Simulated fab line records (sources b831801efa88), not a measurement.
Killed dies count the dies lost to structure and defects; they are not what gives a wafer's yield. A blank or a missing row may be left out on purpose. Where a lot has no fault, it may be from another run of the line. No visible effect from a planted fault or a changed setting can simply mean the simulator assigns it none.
8D (eight disciplines) problem report, filled in by code	flow gf180mcu	the parts of the form that need people (team, actions taken, sign-off) are left out

== 1. WHAT IS WRONG ==
Mean VT_IMPLANT_2_TW at GF_VT_IMPLANT_TW_MEAS_21: 1158 over 6 wafers in 2 lots; fault-free wafers: 1218, standard deviation 7.2. Relative to the usual mean, that is a shift of -8.3 standard deviations.
First seen on wafer L825.2, day 9 06:56, on film_metro-03. The record has a number at this step for 36 wafers belonging to 12 lots. The rule behind "out" and "out of limits": a value lying over 4 standard deviations away from the usual mean. All remaining wafers that have a number are taken as sound.

== 2. WHAT IT IS AND WHAT IT IS NOT ==
question	is	is not
which readings at this step	VT_IMPLANT_2_TW	-
which lots	L825, L827	L815, L816, L817, L818, L826, L828, L830, L832, L835, L837
which wafers of those lots	all that have a number	-
read on which gauges	film_metro-03	film_metro-02, film_metro-04
when	from day 9 06:56	up to then (12 sound wafers); but 18 sound wafers of L826, L828, L830, L832, L835, L837 came after

== 3. WHAT RULES OUT EACH SUSPECT ==
Counting: a tool stays on the suspect list if, at a process step up to the reading, it processed all lots that are out and no sound lot following the first of them.
- the gauge at GF_VT_IMPLANT_TW_MEAS_21 has been ruled out. All the wafers that are out were read on film_metro-03, but those of them that GF_VT_IMPLANT_IMPLANT_19 has rows for are out there too, on other tools.
- implanter-01 at GF_VT_IMPLANT_IMPLANT_19: kept. Every lot that is out went through it, starting with L825 (day 9 06:42), and after that it ran no sound lot; the last sound lot it ran before then is L817 (day 7 07:56). On those wafers its own readings are out: beam_on_s, faraday_current_uA.
The count leaves implanter-01 at GF_VT_IMPLANT_IMPLANT_19.

== 4. THE CAUSE (what the simulator had put in) ==
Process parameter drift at GF_VT_IMPLANT_IMPLANT_19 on implanter-01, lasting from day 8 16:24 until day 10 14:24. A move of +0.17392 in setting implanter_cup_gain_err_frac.
After counting, this tool was the only one left.

== 5. SEQUENCE OF EFFECTS, ordered by route ==
Each row: a reading where the mean over the struck wafers with a number is more than 3 standard deviations away from the usual. Only readings for which the record gives a usual standard deviation are gone through. hours: the time from each lot's start at the first step in this table that gives one to its start at this step, as a median over the lots. sigmas: the change in usual standard deviations.
hours	step	reading	usual	on struck wafers	change	sigmas
0	GF_VT_IMPLANT_IMPLANT_19	beam_on_s	10.03 s	8.56	-1.47	-6.7
0	GF_VT_IMPLANT_IMPLANT_19	faraday_current_uA	24.4	28.7	+4.3	+8.1
0	GF_VT_IMPLANT_TW_MEAS_21	VT_IMPLANT_2_TW	1218	1158	-60	-8.3
It contains these process steps:
- GF_VT_IMPLANT_IMPLANT_19

== 6. WHAT WOULD HAVE CAUGHT IT SOONER ==
Counted from the fault's start at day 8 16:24, it took 15 hours until the first out-of-limits reading at a measuring or inspecting step in this record, taken at day 9 06:56.
The tool's own readings at GF_VT_IMPLANT_IMPLANT_19 were out on every struck wafer that the step has a row for (beam_on_s, faraday_current_uA): an alarm limit on them would have fired on the first of those.
Lots out: 2; of these, L827 started GF_VT_IMPLANT_IMPLANT_19 on implanter-01 after day 9 06:56. A tool hold placed at that time would have kept it from harm.
